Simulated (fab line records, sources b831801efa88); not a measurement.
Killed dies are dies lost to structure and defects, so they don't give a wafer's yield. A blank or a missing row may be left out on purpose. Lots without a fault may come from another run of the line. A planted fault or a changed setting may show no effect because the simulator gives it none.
fab line records | flow sfq_line
record lots=6 wafers=18 last_day=91
route steps=325 shown I6@273 M7@281
lots that met no fault: from a run of the same line without faults
start_h: hours from the record's first day to the start of the lot's first wafer shown | wait_h: hours since the lot's step before | " the same as in the row above | L1.1+2: a row that stands for several wafers | - no value, or no start given | * or withheld: withheld | < > ~ a bound
route shown NAME@n: a module of which the file shows steps, and the number in the route of the first | usual: mean/standard deviation of fault-free wafers | same: alike in all rows | chamber/n: place in a boat | sites: the reading at each site | _std_site: their standard deviation | _edge_site: outer sites' mean less inner sites' | radius_mm: how far each site lies from the wafer's centre | mask NAME#n: copy n | behind: the tool/chamber that last shaped the wafer | hold: why the lot was held/for how many hours/how that ended | device: the transistor (n, p or np) that didn't switch | end of line: the same wafers' tests at the end of the route | a step without rows: its recipe alone | killed: dies lost to structure and defects at the first sort, not the wafer's yield | map: a wafer's dies, x killed, . not, _ none there
set.NAME: the setting as run; set.NAME@STEP: as run at that earlier step | model.NAME: the simulator's own value behind a step, which no gauge read
lots at some steps of the route; a table a step, a row a wafer
services: from which hour (start_h, from the record's first day; less than 0 if before it) a tool's chamber was out of use, for how many hours, and why
## steps
# step SFQ_TRILAYER_I6_VIA_LITHO_EXPOSE_170
# recipe mask_id=I6 na=0.6 source_shape=conventional sigma_outer=0.65 target_cd_nm=700 dose_mj=21.3
# step SFQ_TRILAYER_I6_VIA_LITHO_PEB_172
# recipe peb_temp_c=115 peb_time_s=60 resist=KrF
# step SFQ_TRILAYER_I6_VIA_LITHO_DEVELOP_171
# recipe time_s=60 resist=KrF
# step SFQ_I6_OVL_MEAS_942
# usual I6_OVL=-2/5.3
# columns lot.wafer tool chamber start_h wait_h I6_OVL[nm]
L939.3 overlay-02 - 1818.23 0.1 -1
L939.5 " - " " 1
L939.6 " - " " 3
L948.3 overlay-02 - 1946.83 0.1 1
L948.4 " - " " -3
L948.6 " - " " -2
L949.1 overlay-02 - 1951.62 0.1 -5
L949.4 " - " " -4
L949.5 " - " " 1
L952.1 overlay-02 - 1998.54 0.1 2
L952.3 " - " " 2
L952.4 " - " " 5
L953.2 overlay-02 - 2023.23 0.1 3
L953.4 " - " " -3
L953.6 " - " " -5
L954.1 overlay-01 - 2032.82 0.1 8
L954.3 " - " " 1
L954.5 " - " " 14
# step SFQ_TRILAYER_I6_VIA_BARC_OPEN_VIA_ETCH_235
# recipe mask_material=PR chemistry=O2 target_depth_nm=125 target=BARC source_w=500 bias_w=80 pressure_mtorr=30 time_s=41.7
# usual bias_w=79.96/0.24 drypump_motor_current_A=5.7/0.35 oes_product_au=0.685/0.0043
# columns lot.wafer tool chamber start_h wait_h bias_w drypump_motor_current_A oes_product_au rf_hours_counter_h
L939.3 rie_diel-02 2 1818.25 0.0 80.17 6.0 0.684 15
L939.5 " 2 " " 80.30 6.0 0.683 -
L939.6 " 1 " " 79.58 5.6 0.688 -
L948.3 rie_diel-04 2 1946.85 0.0 79.38 5.5 0.682 2
L948.4 " 3 " " 80.13 5.6 0.686 3
L948.6 " 0 " " 80.07 5.9 0.683 -
L949.1 rie_diel-03 1 1951.65 0.0 80.00 6.5 0.688 3
L949.4 " 3 " " 80.01 5.6 0.685 0
L949.5 " 2 " " 79.81 5.9 0.687 -
L952.1 rie_diel-03 0 1998.58 0.0 79.64 5.3 0.688 5
L952.3 " 3 " " 80.27 5.6 0.685 0
L952.4 " 2 " " 79.89 5.9 0.685 6
L953.2 rie_diel-02 3 2023.26 0.0 80.15 5.6 0.682 9
L953.4 " 2 " " 79.98 6.1 0.693 18
L953.6 " 3 " " 80.12 5.6 0.682 -
L954.1 rie_diel-02 1 2032.86 0.0 80.28 5.6 0.684 18
L954.3 " 3 " " 79.83 5.6 0.686 10
L954.5 " 2 " " 80.25 6.1 0.685 -
# step SFQ_TRILAYER_I6_VIA_ETCH_VIA_ETCH_172
# recipe target=SiO2 stop_on=Nb mask_material=PR taper_deg=20 chemistry=CHF3 target_depth_nm=260 source_w=500 bias_w=80 pressure_mtorr=30 time_s=withheld
# usual bias_w=79.97/0.23 drypump_motor_current_A=5.7/0.35 oes_product_au=0.855/0.0049
# columns lot.wafer tool chamber start_h wait_h bias_w drypump_motor_current_A oes_product_au
L939.3 rie_diel-02 2 1818.29 0.0 79.98 6.1 0.856
L939.5 " 2 " " 79.57 6.1 0.860
L939.6 " 1 " " 80.29 5.6 0.853
L948.3 rie_diel-04 2 1946.89 0.0 80.08 5.6 0.861
L948.4 " 3 " " 80.19 5.6 0.849
L948.6 " 0 " " 79.86 5.9 0.849
L949.1 rie_diel-03 1 1951.69 0.0 80.10 6.5 0.863
L949.4 " 3 " " 80.51 5.6 0.854
L949.5 " 2 " " 79.89 5.9 0.863
L952.1 rie_diel-03 0 1998.62 0.0 79.81 5.3 0.861
L952.3 " 3 " " 79.72 5.6 0.857
L952.4 " 2 " " 79.91 5.9 0.845
L953.2 rie_diel-02 3 2023.30 0.0 79.97 5.6 0.863
L953.4 " 2 " " 79.70 6.1 0.853
L953.6 " 3 " " 79.78 5.6 0.858
L954.1 rie_diel-02 1 2032.90 0.0 79.98 5.6 0.857
L954.3 " 3 " " 80.01 5.6 0.856
L954.5 " 2 " " 79.77 6.1 0.845
# step SFQ_TRILAYER_I6_VIA_STRIP_STRIP_173
# recipe gas=O2 power_w=200 platen_temp_c=40 overash_fraction=0.65 chemistry=O2 pressure_mtorr=50
# usual drypump_motor_current_A=5.9/0.31 he_backside_leak_sccm=3.5/0.32 oes_product_au=0.997/0.011
# columns lot.wafer tool chamber start_h wait_h drypump_motor_current_A he_backside_leak_sccm oes_product_au rf_hours_counter_h
L939.3 rie_metal-02 0 1818.61 - 5.4 3.5 0.988 -
L939.5 " 1 " " 6.3 3.5 1.012 -
L939.6 " 0 " " 5.5 3.5 0.980 -
L948.3 rie_metal-02 0 1947.21 - 5.5 3.3 0.990 -
L948.4 " 1 " " 6.3 3.7 1.011 -
L948.6 " 0 " " 5.5 3.3 0.982 -
L949.1 rie_metal-02 1 1951.81 - 6.3 3.5 1.005 102
L949.4 " 0 " " 5.5 3.6 0.980 -
L949.5 " 0 " " 5.5 3.4 0.989 -
L952.1 rie_metal-02 1 1998.73 - 6.3 3.5 1.000 106
L952.3 " 0 " " 5.5 3.6 0.980 -
L952.4 " 1 " " 6.3 3.4 1.016 -
L953.2 rie_metal-04 1 2023.41 - 6.2 3.4 0.992 71
L953.4 " 0 " " 5.8 3.3 0.995 -
L953.6 " 1 " " 6.2 3.4 0.999 -
L954.1 rie_metal-04 1 2033.01 - 6.2 3.4 1.008 72
L954.3 " 1 " " 6.2 3.5 1.009 -
L954.5 " 0 " " 5.8 3.2 1.000 -
# step SFQ_TRILAYER_I6_VIA_STRIP_SOLV_CLEAN_174
# recipe chemistry=NMP temp_c=70 time_s=600
# step SFQ_TRILAYER_M7_DEP_PRE_CLEAN_176
# recipe gas=Ar time_s=22.5 bias_v=250
# step SFQ_TRILAYER_M7_DEP_SPUTTER_175
# recipe material=Nb base_pressure_pa=1.33e-06 chamber_pressure_pa=0.1333 substrate_temp_c=20 target_thk_nm=200 power_w=2000 time_s=133.3
# usual substrate_temp_c=20.00/0.097 throttle_valve_pct=29.9/1.1
# columns lot.wafer tool chamber start_h wait_h substrate_temp_c throttle_valve_pct
L939.3 pvd_sputter-03 - 1819.21 0.0 20.18 30.5
L939.5 " - " " 19.91 29.9
L939.6 " - " " 20.25 31.7
L948.3 pvd_sputter-03 - 1947.81 0.0 20.12 31.6
L948.4 " - " " 19.92 30.8
L948.6 " - " " 20.05 29.5
L949.1 pvd_sputter-05 - 1952.61 0.0 19.86 30.9
L949.4 " - " " 19.92 31.1
L949.5 " - " " 20.08 31.3
L952.1 pvd_sputter-05 - 1999.54 0.0 19.85 31.0
L952.3 " - " " 19.68 30.0
L952.4 " - " " 19.96 28.0
L953.2 pvd_sputter-05 - 2024.21 0.0 20.00 28.3
L953.4 " - " " 19.96 31.1
L953.6 " - " " 19.93 30.9
L954.1 pvd_sputter-05 - 2033.81 0.0 19.89 30.8
L954.3 " - " " 19.96 30.1
L954.5 " - " " 19.92 31.0
# step SFQ_M7_RS_MEAS_943
# recipe thk_meas_gauge=four-point-probe reads=Nb_of_TRILAYER_M7_DEP_SPUTTER_175
# usual M7_NB_RS=0.889/0.0079
# columns lot.wafer tool chamber start_h wait_h M7_NB_RS[ohm/sq]
L939.3 film_metro-04 - 1819.34 0.1 0.894
L939.5 " - " " 0.889
L939.6 " - " " 0.886
L948.3 film_metro-01 - 1947.94 0.1 0.871
L948.4 " - " " 0.872
L948.6 " - " " 0.877
L949.1 film_metro-01 - 1952.70 0.0 0.898
L949.4 " - " " 0.896
L949.5 " - " " 0.904
L952.1 film_metro-02 - 1999.63 0.0 0.906
L952.3 " - " " 0.881
L952.4 " - " " 0.892
L953.2 film_metro-04 - 2024.32 0.1 0.884
L953.4 " - " " 0.877
L953.6 " - " " 0.880
L954.1 film_metro-02 - 2033.90 0.0 0.885
L954.3 " - " " 0.875
L954.5 " - " " 0.892
# step SFQ_TRILAYER_M7_LITHO_COAT_182
# recipe resist=BARC spin_rpm=3000 resist_thk_nm=62
# usual spin_speed_rpm=3000.3/2
# columns lot.wafer tool chamber start_h wait_h spin_speed_rpm model.BARC_of_TRILAYER_M7_LITHO_COAT_182.thk_nm
L939.3 litho_track-03 0 1819.58 0.1 3005.0 61.93
L939.5 " 0 " " 2998.4 61.94
L939.6 " 0 " " 3000.4 61.76
L948.3 litho_track-03 0 1948.18 0.1 3195.5 60.25
L948.4 " 0 " " 3192.8 60.04
L948.6 " 0 " " 3194.3 60.42
L949.1 litho_track-03 0 1952.88 0.1 3196.7 59.99
L949.4 " 0 " " 3194.9 59.98
L949.5 " 0 " " 3199.1 60.17
L952.1 litho_track-02 0 1999.81 0.1 3003.4 61.94
L952.3 " 0 " " 3000.8 61.9
L952.4 " 0 " " 3001.3 62
L953.2 litho_track-02 0 2024.53 0.1 3001.6 61.85
L953.4 " 0 " " 2998.5 61.93
L953.6 " 0 " " 2997.7 61.86
L954.1 litho_track-03 0 2034.08 0.1 3002.2 62.26
L954.3 " 0 " " 3005.8 62.33
L954.5 " 0 " " 2999.5 62.3
# step SFQ_TRILAYER_M7_LITHO_COAT_177
# recipe resist=KrF spin_rpm=3000 resist_thk_nm=600
# step SFQ_TRILAYER_M7_LITHO_SOFTBAKE_181
# recipe temp_c=withheld time_s=withheld resist=KrF
# step SFQ_TRILAYER_M7_LITHO_EXPOSE_178
# recipe mask_id=M7 na=0.6 source_shape=conventional sigma_outer=0.65 target_cd_nm=500 dose_mj=14.4
# step SFQ_TRILAYER_M7_LITHO_PEB_180
# recipe peb_temp_c=115 peb_time_s=60 resist=KrF
# step SFQ_TRILAYER_M7_LITHO_DEVELOP_179
# recipe time_s=60 resist=KrF
# step SFQ_M7_OVL_MEAS_945
# usual M7_OVL=-2/4.3
# columns lot.wafer tool chamber start_h wait_h M7_OVL[nm]
L939.3 overlay-02 - 1821.83 0.1 -12
L939.5 " - " " -9
L939.6 " - " " -8
L948.3 overlay-01 - 2038.83 0.1 -6
L948.4 " - " " -9
L948.6 " - " " -4
L949.1 overlay-02 - 2045.05 0.1 -10
L949.4 " - " " -3
L949.5 " - " " -5
L952.1 overlay-01 - 2089.15 0.1 5
L952.3 " - " " -2
L952.4 " - " " 4
L953.2 overlay-02 - 2108.90 0.1 4
L953.4 " - " " -2
L953.6 " - " " 3
L954.1 overlay-02 - 2113.70 0.1 -1
L954.3 " - " " 1
L954.5 " - " " -1
# step SFQ_TRILAYER_M7_BARC_OPEN_METAL_ETCH_229
# recipe mask_material=PR chemistry=O2 target_depth_nm=125 target=BARC icp_w=600 bias_w=80 pressure_mtorr=10 time_s=41.7
# usual bias_w=80.03/0.24 drypump_motor_current_A=5.71/0.22 he_backside_leak_sccm=3.52/0.29 oes_product_au=0.686/0.0047
# columns lot.wafer tool chamber start_h wait_h bias_w drypump_motor_current_A he_backside_leak_sccm oes_product_au rf_hours_counter_h model.etch.depth_nm
L939.3 rie_metal-04 1 1821.87 0.0 80.03 6.18 3.35 0.678 - 61.93
L939.5 " 1 " " 79.78 6.17 3.23 0.686 - 61.94
L939.6 " 0 " " 79.89 5.78 3.25 0.684 - 61.76
L948.3 rie_metal-03 0 2038.88 0.0 79.98 5.93 3.89 0.673 - 60.25
L948.4 " 1 " " 80.17 5.77 3.91 0.675 - 60.04
L948.6 " 1 " " 80.01 5.74 3.92 0.677 - 60.42
L949.1 rie_metal-03 1 2045.08 0.0 80.04 5.74 3.79 0.676 90 59.99
L949.4 " 1 " " 79.95 5.71 3.57 0.675 - 59.98
L949.5 " 1 " " 80.15 5.72 3.46 0.669 - 60.17
L952.1 rie_metal-04 0 2089.19 0.0 80.12 5.75 3.25 0.681 114 61.94
L952.3 " 1 " " 80.30 6.15 3.27 0.694 - 61.9
L952.4 " 0 " " 80.22 5.78 3.30 0.680 - 62
L953.2 rie_metal-01 0 2108.95 0.0 79.62 5.52 3.44 0.684 - 61.85
L953.4 " 0 " " 79.62 5.52 3.36 0.681 - 61.93
L953.6 " 0 " " 79.56 5.52 3.29 0.684 - 61.86
L954.1 rie_metal-01 0 2113.73 0.0 80.14 5.55 3.57 0.687 24 62.26
L954.3 " 0 " " 80.25 5.54 3.49 0.697 - 62.33
L954.5 " 0 " " 79.84 5.52 3.48 0.684 - 62.3
# step SFQ_TRILAYER_M7_ETCH_METAL_ETCH_180
# recipe target=Nb stop_on=SiO2 mask_material=PR chemistry=Cl2/Ar target_depth_nm=240 icp_w=600 bias_w=80 pressure_mtorr=10 time_s=120
# usual bias_w=79.97/0.21 drypump_motor_current_A=5.71/0.22 he_backside_leak_sccm=3.50/0.27 oes_product_au=0.894/0.0064
# columns lot.wafer tool chamber start_h wait_h bias_w drypump_motor_current_A he_backside_leak_sccm oes_product_au rf_hours_counter_h
L939.3 rie_metal-04 1 1821.95 0.1 79.77 6.14 3.18 0.892 -
L939.5 " 1 " " 79.74 6.14 3.14 0.894 -
L939.6 " 0 " " 80.44 5.79 3.31 0.901 -
L948.3 rie_metal-03 0 2038.96 0.1 79.93 5.90 3.68 0.912 -
L948.4 " 1 " " 79.83 5.77 3.90 0.905 -
L948.6 " 1 " " 79.81 5.75 3.76 0.896 -
L949.1 rie_metal-03 1 2045.20 0.1 79.97 5.72 3.48 0.884 90
L949.4 " 1 " " 80.15 5.76 3.69 0.892 -
L949.5 " 1 " " 80.22 5.76 3.33 0.888 -
L952.1 rie_metal-04 0 2089.25 0.0 80.07 5.77 3.48 0.886 114
L952.3 " 1 " " 79.93 6.15 3.37 0.898 -
L952.4 " 0 " " 80.20 5.78 3.31 0.892 -
L953.2 rie_metal-01 0 2109.09 0.1 79.97 5.52 3.30 0.895 -
L953.4 " 0 " " 80.39 5.53 3.29 0.897 -
L953.6 " 0 " " 80.38 5.52 3.37 0.901 -
L954.1 rie_metal-01 0 2113.85 0.1 79.85 5.52 3.18 0.884 24
L954.3 " 0 " " 80.24 5.49 3.23 0.902 -
L954.5 " 0 " " 80.04 5.53 3.26 0.900 -
## services
# columns tool chamber start_h hours kind
pvd_sputter-05 - 1802.80 0.5 repair
rie_metal-04 - 1804.38 14.6 pm
rie_diel-03 - 1824.55 0.2 repair
rie_metal-04 - 1842.25 0.8 repair
rie_metal-02 1 1848.49 3.1 repair
rie_diel-02 - 1861.09 2.8 pm
rie_diel-04 1 1862.98 8.7 repair
rie_diel-03 3 1878.82 13.1 repair
rie_metal-04 1 1879.19 17.4 repair
rie_diel-03 1 1887.14 1.2 repair
rie_metal-03 - 1921.86 2.8 pm
rie_metal-04 0 1944.04 10.8 repair
rie_metal-02 0 1956.48 21.4 repair
rie_metal-02 1 1967.34 28.0 repair
pvd_sputter-05 - 1989.36 9.3 repair
rie_metal-03 0 1993.56 3.7 repair
rie_diel-02 1 2001.44 6.1 repair
rie_metal-04 - 2002.76 4.1 repair
rie_diel-02 - 2010.86 0.3 repair
rie_diel-03 1 2022.44 6.3 repair
rie_diel-03 2 2028.33 7.8 repair
pvd_sputter-05 - 2052.86 3.2 repair
rie_diel-02 2 2085.63 5.6 repair
rie_metal-02 0 2111.67 21.7 repair
## key
first_sign step=SFQ_TRILAYER_M7_LITHO_COAT_182 reading=spin_speed_rpm direction=up sigmas=96 usual=3000.3 struck=3195.6
effect step=SFQ_TRILAYER_M7_BARC_OPEN_METAL_ETCH_229 reading=oes_product_au direction=down sigmas=2.5 usual=0.686 struck=0.674
model_effect step=SFQ_TRILAYER_M7_LITHO_COAT_182 value=BARC_of_TRILAYER_M7_LITHO_COAT_182.thk_nm without=62.07 struck=60.14
model_effect step=SFQ_TRILAYER_M7_BARC_OPEN_METAL_ETCH_229 value=etch.depth_nm without=62.07 struck=60.14
met_at SFQ_TRILAYER_M7_LITHO_COAT_182
struck_wafers L948.3,L948.4,L948.6,L949.1,L949.4,L949.5
onset_between 1819.58 1948.18
fault kind=process_parameter_drift tool=litho_track-03 chamber=- onset_h=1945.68 steps=SFQ_TRILAYER_M7_LITHO_COAT_182 channel=spin_rpm offset=195.54 shape=step end_h=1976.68 acts_in=these_recipes_only stated=3000
